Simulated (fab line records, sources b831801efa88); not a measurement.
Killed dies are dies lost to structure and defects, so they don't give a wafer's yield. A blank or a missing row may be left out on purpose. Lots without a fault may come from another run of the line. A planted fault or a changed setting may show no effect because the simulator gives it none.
Chamber matching | flow gf180mcu | GF_STI_ETCH_14 on rie_si-01: 4 sister chambers
The step etches Si in HBr/Cl2/O2, target depth 360 nm, time 102.9 s. 14 wafers are shown with their chamber, then 7 later ones without.

WAFERS WITH THEIR CHAMBER
wafer  | chamber | drypump_motor_current_A (A) | oes_product_au (a.u.) | throttle_valve_pct (%)
L144.1 | 3       | 5.0                         | 1.011                 | 25.659
L144.2 | 2       | 4.9                         | 0.986                 | 25.685
L144.4 | 0       | 6.3                         | 0.978                 | 25.668
L148.1 | 1       | 5.4                         | 0.988                 | 25.650
L148.4 | 3       | 5.0                         | 1.015                 | 25.652
L148.6 | 0       | 6.2                         | 1.004                 | 25.652
L149.1 | 3       | 5.0                         | 1.003                 | 25.644
L149.2 | 0       | 6.2                         | 0.995                 | 25.643
L149.3 | 1       | 5.4                         | 0.997                 | 25.657
L150.1 | 0       | 6.3                         | 0.989                 | 25.654
L150.3 | 2       | 4.9                         | 0.991                 | 25.660
L150.4 | 1       | 5.3                         | 1.002                 | 25.673
L151.1 | 2       | 4.9                         | 0.988                 | 25.662
L151.4 | 1       | 5.3                         | 0.994                 | 25.652

SIGNATURES (means of the wafers above)
reading                 | chamber 0 | chamber 1 | chamber 2 | chamber 3 | scatter within a chamber
drypump_motor_current_A | 6.250     | 5.350     | 4.900     | 5.000     | 0.0447
oes_product_au          | 0.99150   | 0.99525   | 0.98833   | 1.00967   | 0.0074
throttle_valve_pct      | 25.65425  | 25.65800  | 25.66900  | 25.65167  | 0.0107
Rule: a wafer's distance from a chamber is the root of the sum, over the readings, of the square of ((its reading less the chamber's mean) divided by the reading's scatter). The wafer belongs to the nearest chamber; if the next one is less than 2 further off, it can't be placed. The scatter: the root of (the sum of the squares of (reading less its chamber's mean) over the shown wafers, divided by (wafers less chambers)).

WAFERS WITHOUT THEIR CHAMBER
wafer  | drypump_motor_current_A (A) | oes_product_au (a.u.) | throttle_valve_pct (%)
L151.6 | 5.0                         | 1.007                 | 25.662
L158.2 | 5.4                         | 0.984                 | 25.670
L158.3 | 6.3                         | 0.993                 | 25.651
L158.6 | 5.4                         | 0.990                 | 25.643
L163.2 | 5.0                         | 1.017                 | 25.638
L163.3 | 6.2                         | 0.996                 | 25.663
L163.6 | 5.0                         | 1.029                 | 25.646

WHICH CHAMBER EACH WENT THROUGH
wafer  | from the rows above | in truth
L151.6 | 3                   | 3
L158.2 | 1                   | 1
L158.3 | 0                   | 0
L158.6 | 1                   | 1
L163.2 | 3                   | 3
L163.3 | 0                   | 0
L163.6 | 3                   | 3
Placed correctly: 7 of 7. Can't be placed from these rows: 0. Placed wrongly: 0.
